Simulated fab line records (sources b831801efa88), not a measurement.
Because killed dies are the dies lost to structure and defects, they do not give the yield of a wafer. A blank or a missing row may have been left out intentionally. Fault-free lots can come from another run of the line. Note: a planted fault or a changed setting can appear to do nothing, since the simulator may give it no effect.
The tool behind it: which one?    flow gf180mcu    Sampling: 12 lots, 36 wafers, 5 of 602 route steps

## WHAT THE GAUGES READ, wafer by wafer
GF_HV_LDD_TW_MEAS_11. Usual: for HV_LDD_TW the level is 2414 and the standard deviation is 17.
lot   measured      on             HV_LDD_TW       flag
L997  day 10 00:15  film metro-02  2424 2414 2425  
L998  day 10 05:59  film metro-02  2412 2426 2402  
L101  day 11 06:47  film metro-02  2402 2419 2432  
L103  day 11 18:28  film metro-04  2428 2438 2428  
L108  day 13 10:40  film metro-02  2418 2412 2418  
L112  day 14 15:17  film metro-01  2271 2272 2276  OFF
L113  day 14 23:48  film metro-04  2409 2419 2407  
L114  day 15 06:52  film metro-02  2310 2314 2307  OFF
L115  day 15 18:55  film metro-01  2389 2380 2393  
L118  day 16 11:55  film metro-02  2428 2434 2429  
L119  day 16 16:50  film metro-02  2442 2445 2436  
L120  day 17 01:43  film metro-04  2408 2409 2406  

GF_HV_LDD_RS_MEAS_53: measurement is done with a four-point probe. Usual: for HV_LDD_RS the level is 418.3 ohm/sq and the standard deviation is 1.
lot   measured      on             HV_LDD_RS (ohm/sq)  flag
L997  day 12 08:12  film metro-02  418.0 417.5 417.8   
L998  day 12 16:30  film metro-02  419.5 419.0 419.0   
L101  day 13 20:01  film metro-01  420.1 419.6 419.3   
L103  day 14 07:22  film metro-04  417.5 417.5 417.5   
L108  day 16 03:31  film metro-01  419.1 419.0 418.4   
L112  day 17 09:56  film metro-04  450.6 449.8 450.0   OFF
L113  day 17 20:09  film metro-02  418.7 419.3 419.2   
L114  day 18 03:25  film metro-04  450.5 450.3 450.7   OFF
L115  day 18 17:09  film metro-04  416.3 416.9 418.5   
L118  day 19 11:28  film metro-04  418.4 418.1 417.9   
L119  day 19 17:49  film metro-02  419.0 417.3 418.5   
L120  day 20 03:11  film metro-02  418.1 418.1 418.0   

GF_PSD_OVL_MEAS_08. Usual: for PSD_OVL the level is -0.7 nm and the standard deviation is 1.4.
lot   measured      on          PSD_OVL (nm)    flag
L997  day 14 03:16  overlay-01  1.1 -1.0 -0.4   
L998  day 14 12:23  overlay-01  -1.5 -1.8 -1.5  
L101  day 15 17:11  overlay-02  1.8 1.2 -0.1    
L103  day 16 05:56  overlay-02  -1.0 -1.3 -1.4  
L108  day 18 05:44  overlay-01  -0.5 -0.4 -0.8  
L112  day 19 13:10  overlay-02  -1.1 -0.6 -0.4  
L113  day 19 22:52  overlay-01  0.4 -0.1 -0.2   
L114  day 20 06:50  overlay-01  1.2 1.0 1.6     
L115  day 20 20:28  overlay-01  -2.9 -1.8 -2.9  
L118  day 21 15:22  overlay-02  1.0 -0.8 0.9    
L119  day 21 21:05  overlay-02  0.7 -1.2 1.7    
L120  day 22 06:32  overlay-01  -0.6 -1.6 -1.0  

## WHAT TOOL EACH LOT RAN ON (gives the tool, then ch and the chambers of the sampled wafers, and finally the start)
lot   GF_MVSD_STRIP_10                     GF_HV_LDD_IMPLANT_09
L997  plasma asher-04 ch 0,1, day 4 11:32  implanter-03 ch 0, day 10 00:00
L998  plasma asher-01 ch 0,1, day 4 16:31  implanter-04 ch 0, day 10 05:46
L101  plasma asher-02 ch 0,1, day 5 09:56  implanter-04 ch 0, day 11 06:34
L103  plasma asher-04 ch 0,1, day 5 21:35  implanter-04 ch 0, day 11 18:14
L108  plasma asher-02 ch 0,1, day 7 02:43  implanter-03 ch 0, day 13 10:26
L112  plasma asher-04 ch 0,1, day 8 01:32  implanter-04 ch 0, day 14 15:02
L113  plasma asher-04 ch 0,1, day 8 10:08  implanter-03 ch 0, day 14 23:34
L114  plasma asher-02 ch 0,1, day 8 14:25  implanter-04 ch 0, day 15 06:38
L115  plasma asher-04 ch 0,1, day 8 20:50  implanter-03 ch 0, day 15 18:41
L118  plasma asher-02 ch 0,1, day 9 12:44  implanter-02 ch 0, day 16 11:40
L119  plasma asher-02 ch 0,1, day 9 18:07  implanter-03 ch 0, day 16 16:37
L120  plasma asher-01 ch 0,1, day 9 22:59  implanter-03 ch 0, day 17 01:28
- GF_MVSD_STRIP_10: strips in O2/N2.
- GF_HV_LDD_IMPLANT_09

## WHAT THE TOOLS THEMSELVES READ (means of the sampled wafers that have a number; where no wafer has one, the mark that the record gives instead)
GF_MVSD_STRIP_10. Usual: drypump motor current A 6.01 A, standard deviation 0.25; heater power w 360 W, standard deviation 28; oes product au 0.722 a.u., standard deviation 0.0047; strip time to endpoint s 36.96 s, standard deviation 0.085.
lot   tool             drypump motor current A (A)  heater power w (W)  oes product au (a.u.)  strip time to endpoint s (s)  flag
L997  plasma asher-04  5.91                         363                 0.722                  36.99                         
L998  plasma asher-01  6.35                         333                 0.716                  36.92                         
L101  plasma asher-02  5.98                         354                 0.721                  36.82                         
L103  plasma asher-04  5.93                         380                 0.722                  36.84                         
L108  plasma asher-02  5.97                         355                 0.718                  37.01                         
L112  plasma asher-04  5.91                         384                 0.726                  37.00                         
L113  plasma asher-04  5.91                         383                 0.723                  36.96                         
L114  plasma asher-02  6.04                         364                 0.720                  36.94                         
L115  plasma asher-04  5.93                         378                 0.722                  36.96                         
L118  plasma asher-02  6.05                         365                 0.726                  37.12                         
L119  plasma asher-02  5.98                         364                 0.726                  36.83                         
L120  plasma asher-01  6.34                         330                 0.724                  37.10                         

GF_HV_LDD_IMPLANT_09. Usual: tilt deg 7.010 degrees, standard deviation 0.019.
lot   tool          tilt deg (degrees)  flag
L997  implanter-03  6.994               
L998  implanter-04  7.014               
L101  implanter-04  7.019               
L103  implanter-04  7.006               
L108  implanter-03  7.009               
L112  implanter-04  7.006               
L113  implanter-03  7.029               
L114  implanter-04  7.024               
L115  implanter-03  7.004               
L118  implanter-02  7.014               
L119  implanter-03  7.003               
L120  implanter-03  6.988               

## THE ANSWER, worked out from the rows above alone
Rule: a lot counts as off when the mean over its wafers that have a number is more than 3 standard deviations away from the usual mean. A lot without any number at a reading at which 4 lots or more have one is off too. All remaining lots with rows at the step are treated as sound. Order of review: gauges by route order, followed by the tools' own readings, for which a lot's mean as printed above is used. The first step at which some lot is off is used, and at that step the reading that is off furthest; a lot without a number counts as furthest.
Off: at GF_HV_LDD_TW_MEAS_11 (HV_LDD_TW), L112, L114.
If a tool, at a process step before that reading, ran all the lots that are off and no sound lot after the first of them, it fits. Not tried: the gauges at GF_HV_LDD_TW_MEAS_11; whatever is off there is also off at GF_HV_LDD_RS_MEAS_53, on other tools, and gauge error can't account for it. One fits: GF_HV_LDD_IMPLANT_09 on implanter-04. A fault onset in the window from L103 (day 11 18:14, its last sound lot) to L112 (day 14 15:02, its first lot off) fits.

## WHAT THE SIMULATOR PUT IN
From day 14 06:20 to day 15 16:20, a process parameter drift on implanter-04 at GF_HV_LDD_IMPLANT_09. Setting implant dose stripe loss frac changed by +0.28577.
Lots struck among those shown: L112, L114. The rule above found the same.
